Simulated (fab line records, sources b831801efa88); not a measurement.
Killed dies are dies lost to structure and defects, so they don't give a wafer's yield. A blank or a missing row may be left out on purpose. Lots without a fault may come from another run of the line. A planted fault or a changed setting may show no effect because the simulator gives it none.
Chamber matching | flow sfq_line | SFQ_TRILAYER_I0_CMP_CMP_028 on cmp-02: 4 sister chambers
The step polishes SiO2. 18 wafers are shown with their chamber, then 9 later ones without.

WAFERS WITH THEIR CHAMBER
wafer  | chamber | motor_current_A (A) | time_to_endpoint_s (s)
L279.2 | 0       | 11.9                | 224
L279.3 | 3       | 9.3                 | 223
L279.6 | 3       | 9.8                 | 218
L281.2 | 1       | 9.5                 | 207
L281.3 | 2       | 10.2                | 212
L281.6 | 0       | 12.5                | 217
L285.3 | 0       | 12.3                | 219
L285.4 | 1       | 9.8                 | 232
L285.1 | 3       | 9.8                 | 214
L286.1 | 1       | 9.4                 | 227
L286.2 | 0       | 12.6                | 220
L286.5 | 3       | 10.0                | 228
L289.2 | 3       | 9.5                 | 238
L289.3 | 2       | 10.1                | 216
L289.5 | 0       | 12.4                | 226
L291.3 | 1       | 9.5                 | 213
L291.4 | 0       | 12.8                | 226
L291.2 | 3       | 9.4                 | 225

SIGNATURES (means of the wafers above)
reading            | chamber 0 | chamber 1 | chamber 2 | chamber 3 | scatter within a chamber
motor_current_A    | 12.417    | 9.550     | 10.150    | 9.633     | 0.259
time_to_endpoint_s | 222.00    | 219.75    | 214.00    | 224.33    | 7.76
Rule: a wafer's distance from a chamber is the root of the sum, over the readings, of the square of ((its reading less the chamber's mean) divided by the reading's scatter). The wafer belongs to the nearest chamber; if the next one is less than 2 further off, it can't be placed. The scatter: the root of (the sum of the squares of (reading less its chamber's mean) over the shown wafers, divided by (wafers less chambers)).

WAFERS WITHOUT THEIR CHAMBER
wafer  | motor_current_A (A) | time_to_endpoint_s (s)
L298.4 | 12.4                | 216
L298.5 | 9.8                 | 219
L298.6 | 12.9                | 220
L300.1 | 10.8                | 217
L300.2 | 10.4                | 219
L300.3 | 9.7                 | 219
L302.1 | 9.5                 | 212
L302.3 | 12.6                | 211
L302.4 | 10.1                | 217

WHICH CHAMBER EACH WENT THROUGH
wafer  | from the rows above          | in truth
L298.4 | 0                            | 0
L298.5 | can't be placed: 3 or 1 or 2 | 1
L298.6 | 0                            | 0
L300.1 | 2                            | 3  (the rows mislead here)
L300.2 | can't be placed: 2 or 3      | 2
L300.3 | can't be placed: 1 or 3 or 2 | 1
L302.1 | can't be placed: 1 or 3 or 2 | 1
L302.3 | 0                            | 0
L302.4 | can't be placed: 2 or 3 or 1 | 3
Placed correctly: 3 of 9. Can't be placed from these rows: 5 (the true chamber is among the candidates in 5). Placed wrongly: 1.
